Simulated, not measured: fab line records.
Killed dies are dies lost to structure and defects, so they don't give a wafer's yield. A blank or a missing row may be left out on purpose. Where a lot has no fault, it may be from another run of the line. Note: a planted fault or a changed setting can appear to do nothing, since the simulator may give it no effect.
Which tool did it?	flow sky130	36 wafers from 12 lots sampled at 5 of the route's 708 steps

== WHAT THE GAUGES READ, wafer by wafer ==
The record lacks any reading of a measuring or inspecting step that a usual standard deviation could be used to judge.

== TOOL THAT RAN EACH LOT (tool first, then ch and the chambers of the sampled wafers, then the start) ==
lot	SKY_VIA1_CMP_02	SKY_VIA1_CVD_21	SKY_VIA1_CMP_24	SKY_METAL2_SPUTTER_04	SKY_PAD_OPEN_PROBE_99
L413	cmp-01 ch 0,2, day 32 21:50	cvd_w-01 ch 0,1, day 34 01:41	cmp-02 ch 1,2, day 34 01:58	pvd_sputter-03, day 34 02:21	prober-01, day 45 21:49
L414	cmp-02 ch 0,2,3, day 34 15:41	cvd_w-02 ch 0,1, day 35 19:26	cmp-01 ch 0,1,3, day 35 19:46	pvd_sputter-01, day 35 20:06	prober-02, day 47 07:36
L415	cmp-01 ch 0,1,2, day 34 18:21	cvd_w-02 ch 1, day 35 21:17	cmp-01 ch 0,3, day 35 21:34	pvd_sputter-01, day 35 21:58	prober-01, day 47 07:10
L418	cmp-02 ch 0,1,3, day 35 02:24	cvd_w-01 ch 0,1, day 36 04:56	cmp-01 ch 1,2,3, day 36 05:19	pvd_sputter-02, day 36 05:36	prober-01, day 47 14:39
L417	cmp-01 ch 1,2, day 35 03:52	cvd_w-02 ch 0,1, day 36 06:31	cmp-02 ch 0,1, day 36 06:46	pvd_sputter-03, day 36 07:09	prober-02, day 47 17:49
L420	cmp-01 ch 0,1, day 35 10:04	cvd_w-02 ch 0,1, day 36 13:13	cmp-01 ch 1,2, day 36 13:29	pvd_sputter-01, day 36 13:53	prober-01, day 47 20:48
L419	cmp-01 ch 0,1,2, day 35 12:12	cvd_w-01 ch 0,1, day 36 15:39	cmp-01 ch 0,1,2, day 36 16:02	pvd_sputter-03, day 36 16:17	prober-02, day 47 23:29
L422	cmp-01 ch 1,2, day 35 18:27	cvd_w-01 ch 0,1, day 36 22:25	cmp-01 ch 0,1, day 36 22:44	pvd_sputter-03, day 36 23:05	prober-01, day 48 01:59
L423	cmp-02 ch 0,1, day 36 03:47	cvd_w-01 ch 0,1, day 37 07:07	cmp-01 ch 0,1,2, day 37 07:29	pvd_sputter-01, day 37 07:46	prober-01, day 48 12:33
L424	cmp-01 ch 0,1,3, day 36 07:25	cvd_w-01 ch 0,1, day 37 11:16	cmp-02 ch 1,2,3, day 37 11:32	pvd_sputter-03, day 37 11:56	prober-02, day 48 13:43
L425	cmp-02 ch 0,1,3, day 36 19:32	cvd_w-01 ch 0, day 37 23:38	cmp-01 ch 0,1, day 37 23:55	pvd_sputter-03, day 38 00:18	prober-01, day 48 21:32
L435	cmp-02 ch 0,1,2, day 39 16:03	cvd_w-02 ch 0,1, day 40 18:29	cmp-02 ch 1,2, day 40 18:45	pvd_sputter-02, day 40 19:08	prober-01, day 50 18:46
- SKY_VIA1_CMP_02: polishes SiO2.
- SKY_VIA1_CVD_21: deposits W, target thk 270 nm, time 80.902 s.
- SKY_VIA1_CMP_24: polishes, stops on SiO2, t overpolish 15 s, target thk 0 nm.
- SKY_METAL2_SPUTTER_04: material TiN, target thk 70 nm, time 58.3 s.
- SKY_PAD_OPEN_PROBE_99

== WHAT THE TOOLS THEMSELVES READ (means of the sampled wafers that have a number; where no wafer has one, the mark that the record gives instead) ==
SKY_VIA1_CMP_02.
lot	tool	motor_current_A (A)
L413	cmp-01	12.2
L414	cmp-02	11.6
L415	cmp-01	11.8
L418	cmp-02	11.3
L417	cmp-01	11.9
L420	cmp-01	10.5
L419	cmp-01	11.6
L422	cmp-01	12.8
L423	cmp-02	11.4
L424	cmp-01	10.8
L425	cmp-02	11.4
L435	cmp-02	12.2

SKY_VIA1_CVD_21.
lot	tool	heater_power_w (W)
L413	cvd_w-01	882
L414	cvd_w-02	918
L415	cvd_w-02	1021
L418	cvd_w-01	900
L417	cvd_w-02	983
L420	cvd_w-02	963
L419	cvd_w-01	906
L422	cvd_w-01	888
L423	cvd_w-01	917
L424	cvd_w-01	895
L425	cvd_w-01	923
L435	cvd_w-02	937

SKY_VIA1_CMP_24.
lot	tool	motor_current_A (A)	overpolish_run_s (s)	time_to_endpoint_s (s)
L413	cmp-02	12.3	14.995	71
L414	cmp-01	9.6	14.987	64
L415	cmp-01	9.9	14.999	67
L418	cmp-01	11.2	14.991	65
L417	cmp-02	11.2	15.002	71
L420	cmp-01	10.9	15.008	63
L419	cmp-01	10.4	14.995	61
L422	cmp-01	10.0	15.000	61
L423	cmp-01	11.0	15.007	63
L424	cmp-02	11.4	15.002	67
L425	cmp-01	9.6	15.004	41
L435	cmp-02	11.8	15.003	70

SKY_METAL2_SPUTTER_04.
lot	tool	throttle_valve_pct (%)
L413	pvd_sputter-03	30.3
L414	pvd_sputter-01	30.9
L415	pvd_sputter-01	30.8
L418	pvd_sputter-02	26.9
L417	pvd_sputter-03	30.5
L420	pvd_sputter-01	31.3
L419	pvd_sputter-03	30.1
L422	pvd_sputter-03	30.3
L423	pvd_sputter-01	31.1
L424	pvd_sputter-03	30.0
L425	pvd_sputter-03	30.1
L435	pvd_sputter-02	28.7

SKY_PAD_OPEN_PROBE_99.
lot	tool	defect_limited_yield (%)	killed_at_M0_to_M3	killed_at_M4_up	killed_at_contacts	killed_at_front_end	killed_at_other	killed_dies	killed_open	killed_short	sort_bin_3_pad_short (%)	sort_bin_5_function (%)	sort_bin_6_memory (%)	sort_n_pass	sort_yield_pct (%)
L413	prober-01	81.6	47	2.7	27	14	0.3	91	51	40	0.8	10.9	6.8	401	81.6
L414	prober-02	81.4	52	4.0	24	11	0.0	92	53	39	0.9	11.9	5.8	400	81.4
L415	prober-01	83.1	45	4.0	21	13	0.0	83	42	41	0.9	9.6	6.4	409	83.1
L418	prober-01	83.5	40	5.7	23	12	0.3	81	42	39	0.9	10.0	5.6	411	83.5
L417	prober-02	82.0	41	3.0	30	15	0.3	89	53	36	1.2	10.8	6.0	403	82.0
L420	prober-01	81.5	44	2.3	27	16	0.7	91	52	39	0.5	11.3	6.6	401	81.5
L419	prober-02	82.3	36	4.7	27	19	0.3	87	52	35	0.9	10.1	6.7	405	82.3
L422	prober-01	83.0	43	3.0	24	14	0.0	84	44	40	0.8	9.5	6.7	408	83.0
L423	prober-01	83.1	40	1.3	26	16	0.3	83	48	35	0.9	10.4	5.6	409	83.1
L424	prober-02	81.7	42	3.3	24	21	0.0	90	52	39	0.9	11.4	6.0	402	81.7
L425	prober-01	84.1	38	2.7	24	13	0.3	78	48	30	0.5	9.7	5.8	414	84.1
L435	prober-01	84.9	34	0.0	26	15	0.0	74	47	27	0.7	9.6	4.9	418	84.9

== THE ANSWER, worked out from the rows above alone ==
Rule: the usual values come from the lots themselves. The widest of any qualifying gaps counts: lots, ordered by their means at a reading, are off when they make up no more than a third of the lots, leave a main group of 4 or more, and stand apart from it by 3 or more times the standard deviation of that group's means. Not used: any main group whose means are identical at the precision the tables above print for the reading. A lot without any number at a reading at which 4 lots or more have one is off too. Where the step has rows for the other lots, those lots are counted as sound. After the gauges, taken in route order, come the tools' own readings; for these a lot's mean is taken, as printed above. The first step at which some lot is off is used, and at that step the reading that is off furthest; a lot without a number counts as furthest.
Off: L425 (SKY_VIA1_CMP_24, time_to_endpoint_s). Main group: mean 66 s, sd 3.6.
If a tool, at that step or one of the process steps before it, ran each lot that is off and ran no sound lot following the first of them, it fits. This does not decide it: 2 tools fit, namely cvd_w-01 at SKY_VIA1_CVD_21 and cmp-01 at SKY_VIA1_CMP_24.

== WHAT THE SIMULATOR PUT IN ==
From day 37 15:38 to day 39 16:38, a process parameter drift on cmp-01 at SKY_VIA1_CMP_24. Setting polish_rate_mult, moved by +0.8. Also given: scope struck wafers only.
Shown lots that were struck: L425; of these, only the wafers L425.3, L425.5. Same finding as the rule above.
